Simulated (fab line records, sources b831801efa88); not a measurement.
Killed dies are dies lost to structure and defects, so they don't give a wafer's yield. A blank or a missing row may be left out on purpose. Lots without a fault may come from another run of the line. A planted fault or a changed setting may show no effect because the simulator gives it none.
fab line records | flow sfq_line
record lots=14 wafers=42 last_day=100
route steps=325 shown M1@71 I1@74 I2@103
lots that met no fault: from a run of the same line without faults
start_h: hours from the record's first day to the start of the lot's first wafer shown | wait_h: hours since the lot's step before | " the same as in the row above | L1.1+2: a row that stands for several wafers | - no value, or no start given | * or withheld: withheld | < > ~ a bound
route shown NAME@n: a module of which the file shows steps, and the number in the route of the first | usual: mean/standard deviation of fault-free wafers | same: alike in all rows | chamber/n: place in a boat | sites: the reading at each site | _std_site: their standard deviation | _edge_site: outer sites' mean less inner sites' | radius_mm: how far each site lies from the wafer's centre | mask NAME#n: copy n | behind: the tool/chamber that last shaped the wafer | hold: why the lot was held/for how many hours/how that ended | device: the transistor (n, p or np) that didn't switch | end of line: the same wafers' tests at the end of the route | a step without rows: its recipe alone | killed: dies lost to structure and defects at the first sort, not the wafer's yield | map: a wafer's dies, x killed, . not, _ none there
set.NAME: the setting as run; set.NAME@STEP: as run at that earlier step | model.NAME: the simulator's own value behind a step, which no gauge read
steps of the route over a sample of lots; a table a step, a row a wafer
services: from which hour (start_h, from the record's first day; less than 0 if before it) a tool's chamber was out of use, for how many hours, and why
## steps
# step SFQ_TRILAYER_M1_STRIP_STRIP_043
# recipe gas=O2 power_w=200 platen_temp_c=40 overash_fraction=0.65 chemistry=O2 pressure_mtorr=50
# usual drypump_motor_current_A=6.0/0.47 oes_product_au=1.002/0.0086
# same overash_fraction=0.65
# columns lot.wafer tool chamber start_h wait_h drypump_motor_current_A oes_product_au rf_hours_counter_h
L189.1 rie_metal-02 1 552.79 0.1 6.3 0.984 136
L189.2 " 0 " " 5.6 1.004 92
L189.3 " 1 " " 6.3 0.990 -
L190.1 rie_metal-03 0 584.24 0.1 6.0 1.009 41
L190.3 " 0 " " 6.0 1.012 -
L190.5 " 0 " " 6.0 1.010 -
L191.2 rie_metal-03 0 589.04 0.1 6.0 1.015 42
L191.4 " 0 " " 6.0 1.002 -
L191.6 " 0 " " 6.0 1.011 -
L192.2 rie_metal-04 0 596.24 0.1 6.7 1.004 144
L192.3 " 0 " " 6.7 1.000 -
L192.6 " 0 " " 6.7 0.999 -
L193.2 rie_metal-04 1 604.94 0.1 6.1 1.003 27
L193.4 " 0 " " 6.7 1.007 -
L193.6 " 1 " " 6.1 1.021 -
L194.1 rie_metal-04 0 620.21 0.1 6.7 1.000 147
L194.4 " 1 " " 6.1 1.011 -
L194.5 " 1 " " 6.1 1.009 -
L200.3 rie_metal-03 1 696.17 0.5 5.2 0.984 -
L200.4 " 1 " " 5.3 0.985 -
L200.6 " 1 " " 5.3 0.985 -
L201.1 rie_metal-04 0 701.59 0.1 6.7 1.016 8
L201.3 " 1 " " 6.1 1.011 -
L201.5 " 1 " " 6.1 1.007 -
L202.1 rie_metal-02 0 709.99 0.1 5.7 1.001 116
L202.5 " 0 " " 5.6 1.006 -
L202.6 " 1 " " 6.3 1.004 -
L203.1 rie_metal-02 0 719.59 0.1 5.6 1.000 118
L203.2 " 1 " " 6.3 1.008 17
L203.5 " 1 " " 6.4 1.000 -
L206.1 rie_metal-03 1 751.99 0.1 5.3 0.998 88
L206.4 " 0 " " 6.0 1.009 -
L206.6 " 0 " " 6.0 1.006 -
L208.3 rie_metal-03 0 766.93 0.2 6.0 1.006 -
L208.4 " 1 " " 5.3 0.992 -
L208.6 " 1 " " 5.3 0.990 -
L209.3 rie_metal-02 0 773.19 0.2 5.6 0.998 -
L209.4 " 1 " " 6.3 1.010 -
L209.6 " 1 " " 6.3 1.016 -
L210.2 rie_metal-04 0 779.11 0.1 6.7 1.001 19
L210.3 " 0 " " 6.7 1.013 -
L210.4 " 1 " " 6.1 0.997 -
# step SFQ_TRILAYER_I1_CMP_CMP_046
# recipe material=SiO2 down_force_psi=3 platen_rpm=60 pad_velocity_m_s=0.94248
# usual motor_current_A=10.5/0.75 platen_rpm=60.00/0.047 retaining_ring_pressure_frac=1.000/0.0047 time_to_endpoint_s=217/8.2
# columns lot.wafer tool chamber start_h wait_h motor_current_A platen_rpm retaining_ring_pressure_frac time_to_endpoint_s
L189.1 cmp-01 3 553.65 0.0 10.2 60.03 1.001 205
L189.3 " 1 554.65 1.0 11.4 59.97 0.995 217
L189.2 " 2 " " 9.1 59.94 0.997 214
L190.1 cmp-01 2 585.60 0.5 9.1 53.93 0.995 241
L190.3 " 0 586.60 1.5 10.1 53.87 1.004 241
L190.5 " 2 587.60 2.5 9.2 54.00 0.999 235
L191.4 cmp-01 3 589.90 0.0 10.2 54.03 0.992 233
L191.2 " 0 " " 10.5 54.01 0.996 235
L191.6 " 3 591.90 2.0 10.4 54.06 0.997 242
L192.2 cmp-02 3 598.05 1.0 12.1 59.94 1.007 228
L192.3 " 0 " " 10.4 60.01 0.993 229
L192.6 " 3 600.05 2.9 11.8 59.95 1.004 225
L193.4 cmp-02 0 606.79 1.0 10.8 59.98 0.998 230
L193.2 " 1 " " 10.6 60.03 0.999 227
L193.6 " 2 " " 10.3 59.97 0.999 229
L194.1 cmp-02 1 628.73 7.7 10.8 59.93 1.000 214
L194.4 " 3 629.73 8.6 11.6 60.01 0.997 223
L194.5 " 1 630.73 9.6 11.0 59.95 1.002 221
L200.3 cmp-01 3 709.88 12.7 10.4 59.97 1.001 206
L200.4 " 2 711.38 14.2 9.2 59.98 0.999 210
L200.6 " 3 " " 10.5 60.03 0.999 208
L201.3 cmp-02 0 718.73 16.3 10.3 59.93 1.000 206
L201.1 " 3 720.23 17.8 11.4 60.04 1.000 210
L201.5 " 1 721.23 18.8 10.7 60.03 0.998 219
L202.1 cmp-02 3 724.73 13.9 12.0 60.04 0.995 202
L202.5 " 3 726.73 15.9 11.4 59.96 0.997 222
L202.6 " 0 " " 10.5 59.97 1.000 218
L203.2 cmp-02 2 734.23 13.8 10.2 60.02 1.004 209
L203.1 " 0 735.23 14.8 10.4 59.88 1.001 219
L203.5 " 2 736.23 15.8 9.7 59.98 0.996 217
L206.1 cmp-01 2 753.84 1.0 9.3 60.01 1.012 206
L206.4 " 3 " " 10.5 59.97 0.995 213
L206.6 " 0 " " 9.7 60.03 1.002 221
L208.3 cmp-01 1 768.97 1.4 11.4 59.94 1.003 213
L208.4 " 3 769.97 2.4 10.6 59.98 1.001 216
L208.6 " 0 " " 9.8 59.96 0.998 226
L209.4 cmp-01 2 773.85 0.0 9.0 60.03 0.992 226
L209.3 " 0 774.85 1.0 9.8 60.01 0.995 224
L209.6 " 3 776.35 2.5 10.2 59.95 0.996 211
L210.2 cmp-01 2 780.46 0.5 9.8 59.95 1.001 211
L210.4 " 3 " " 10.7 59.99 1.004 212
L210.3 " 0 " " 10.3 60.02 1.002 207
# step SFQ_TRILAYER_I2_DEP_PECVD_063
# recipe material=SiO2 temp_c=150 time_s=111.11 pressure_torr=2.4 rf_w=183.3 precursor=SiH4/N2O target_thk_nm=500
# usual heater_power_w=84/14 throttle_valve_pct=24.8/1.2
# columns lot.wafer tool chamber start_h wait_h heater_power_w throttle_valve_pct
L189.1 pecvd-01 0 871.68 0.0 103 25.3
L189.2 " 2 " " 80 24.8
L189.3 " 2 " " 83 25.0
L190.1 pecvd-03 2 902.88 0.0 86 25.9
L190.3 " 0 " " 100 26.7
L190.5 " 0 " " 100 26.7
L191.2 pecvd-02 0 911.41 0.0 60 23.4
L191.4 " 0 " " 64 23.5
L191.6 " 2 " " 98 23.5
L192.2 pecvd-03 0 918.61 0.0 91 26.5
L192.3 " 2 " " 91 25.9
L192.6 " 2 " " 94 25.7
L193.2 pecvd-03 1 927.01 0.0 69 24.3
L193.4 " 0 " " 100 26.6
L193.6 " 2 " " 91 25.8
L194.1 pecvd-03 0 942.61 0.0 92 26.7
L194.4 " 2 " " 95 25.8
L194.5 " 0 " " 95 26.5
L200.3 pecvd-02 1 1031.27 0.0 62 23.2
L200.4 " 0 " " 73 23.7
L200.6 " 2 " " 98 23.7
L201.1 pecvd-03 2 1037.27 0.0 95 25.9
L201.3 " 0 " " 86 26.5
L201.5 " 2 " " 99 26.1
L202.1 pecvd-02 2 1043.27 0.0 96 23.4
L202.5 " 0 " " 67 23.8
L202.6 " 1 " " 63 23.2
L203.1 pecvd-02 0 1049.06 0.0 66 23.7
L203.2 " 2 " " 101 23.7
L203.5 " 0 " " 67 23.7
L206.1 pecvd-01 1 1062.26 0.0 91 25.1
L206.4 " 2 " " 78 25.5
L206.6 " 1 " " 74 25.1
L208.3 pecvd-03 2 1075.48 0.0 98 25.5
L208.4 " 2 " " 82 25.8
L208.6 " 1 " " 70 24.2
L209.3 pecvd-02 0 1080.28 0.0 72 24.0
L209.4 " 2 " " 93 23.7
L209.6 " 1 " " 52 23.4
L210.2 pecvd-03 2 1087.46 0.0 99 25.8
L210.3 " 1 " " 77 24.1
L210.4 " 0 " " 103 26.6
# step SFQ_TRILAYER_I2_CMP_CMP_064
# recipe material=SiO2 down_force_psi=3 platen_rpm=60 pad_velocity_m_s=0.94248
# usual motor_current_A=10.5/0.74 platen_rpm=60.00/0.039 retaining_ring_pressure_frac=0.999/0.0051 time_to_endpoint_s=216/7.5
# columns lot.wafer tool chamber start_h wait_h motor_current_A platen_rpm retaining_ring_pressure_frac time_to_endpoint_s
L189.1 cmp-02 0 871.80 0.1 10.1 60.04 0.998 219
L189.2 " 1 " " 10.5 60.01 1.000 203
L189.3 " 3 873.30 1.5 11.7 59.99 1.005 223
L190.1 cmp-01 1 905.46 2.5 11.5 59.97 1.006 218
L190.3 " 0 906.96 4.0 9.8 60.00 1.000 218
L190.5 " 1 " " 11.9 59.91 0.999 222
L191.2 cmp-01 1 915.46 4.0 11.1 60.00 0.989 201
L191.4 " 2 " " 8.9 59.99 0.997 204
L191.6 " 0 916.96 5.5 10.2 59.99 0.995 216
L192.2 cmp-01 1 920.96 2.3 11.3 60.10 0.985 209
L192.3 " 2 " " 9.0 60.01 0.988 210
L192.6 " 0 922.46 3.8 9.6 60.00 0.997 220
L193.2 cmp-02 3 927.59 0.5 11.8 60.04 1.000 212
L193.4 " 1 928.59 1.5 10.8 60.05 0.998 218
L193.6 " 2 " " 10.3 60.04 0.998 223
L194.4 cmp-01 3 945.00 2.3 9.8 59.97 0.998 219
L194.1 " 1 946.00 3.4 11.5 59.94 1.001 224
L194.5 " 2 " " 9.2 59.97 0.998 211
L200.4 cmp-02 0 1034.21 2.9 10.4 59.96 1.008 229
L200.3 " 2 1035.21 3.9 10.6 60.02 0.999 213
L200.6 " 0 1036.21 4.9 10.5 60.01 1.002 221
L201.3 cmp-01 3 1039.73 2.4 10.4 60.00 0.997 205
L201.1 " 0 " " 10.1 60.05 0.997 219
L201.5 " 2 1041.23 3.9 8.9 59.97 0.989 224
L202.1 cmp-01 2 1044.34 1.0 9.6 60.01 0.996 216
L202.6 " 0 1045.34 2.0 9.5 59.91 0.994 222
L202.5 " 1 " " 11.2 59.97 0.995 220
L203.2 cmp-02 1 1052.02 2.9 10.7 60.05 0.993 207
L203.1 " 2 " " 10.1 59.97 1.000 210
L203.5 " 3 " " 10.9 60.00 1.006 223
L206.4 cmp-01 1 1063.03 0.7 11.7 59.97 0.987 206
L206.1 " 2 " " 9.3 59.92 0.990 206
L206.6 " 2 1065.53 3.2 9.1 59.96 0.996 211
L208.4 cmp-01 0 1083.79 8.2 10.3 60.00 0.999 230
L208.3 " 2 1084.79 9.3 9.2 59.98 1.002 211
L208.6 " 0 1085.79 10.2 10.0 60.00 0.992 219
L209.3 cmp-02 3 1086.60 6.3 11.7 60.01 0.994 218
L209.4 " 1 1087.60 7.2 10.6 59.99 0.997 219
L209.6 " 2 " " 10.3 59.98 0.998 211
L210.3 cmp-02 1 1096.94 9.4 11.2 59.99 1.010 203
L210.4 " 2 " " 10.4 59.99 0.996 221
L210.2 " 3 " " 11.7 59.97 1.002 214
## services
# columns tool chamber start_h hours kind
cmp-02 - 532.66 6.6 pm
cmp-02 - 571.10 0.3 repair
cmp-02 - 575.68 4.0 pm
cmp-01 - 610.96 17.5 repair
cmp-01 - 628.45 5.0 pm
cmp-01 - 692.46 0.6 repair
cmp-01 - 697.03 3.8 repair
cmp-01 - 712.88 7.0 pm
cmp-01 - 745.02 4.0 pm
cmp-02 - 760.25 1.3 repair
cmp-02 - 814.68 0.5 repair
cmp-02 - 827.61 3.3 repair
cmp-01 - 843.19 1.1 repair
cmp-02 - 844.72 0.5 repair
cmp-01 - 851.27 12.6 pm
cmp-02 - 854.55 0.5 repair
cmp-01 - 872.27 0.9 repair
cmp-01 - 885.71 1.6 repair
cmp-02 - 899.69 1.6 repair
cmp-02 - 904.27 4.4 pm
cmp-02 - 915.68 4.0 pm
cmp-02 - 936.20 5.1 repair
cmp-02 - 960.32 2.1 repair
cmp-01 - 1086.29 4.0 pm
## key
first_sign step=SFQ_TRILAYER_I1_CMP_CMP_046 reading=platen_rpm direction=down sigmas=99+ usual=60.00 struck=53.98
effect step=SFQ_TRILAYER_I1_CMP_CMP_046 reading=time_to_endpoint_s direction=up sigmas=2.5 usual=* struck=*
met_at SFQ_TRILAYER_I1_CMP_CMP_046
struck_lots L190,L191
not_acting_at SFQ_TRILAYER_M1_STRIP_STRIP_043,SFQ_TRILAYER_I2_DEP_PECVD_063,SFQ_TRILAYER_I2_CMP_CMP_064
fault kind=process_parameter_drift tool=cmp-01 chamber=- onset_h=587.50 steps=SFQ_TRILAYER_I1_CMP_CMP_046 channel=platen_rpm offset=-6 shape=step end_h=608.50 acts_in=these_recipes_only stated=60
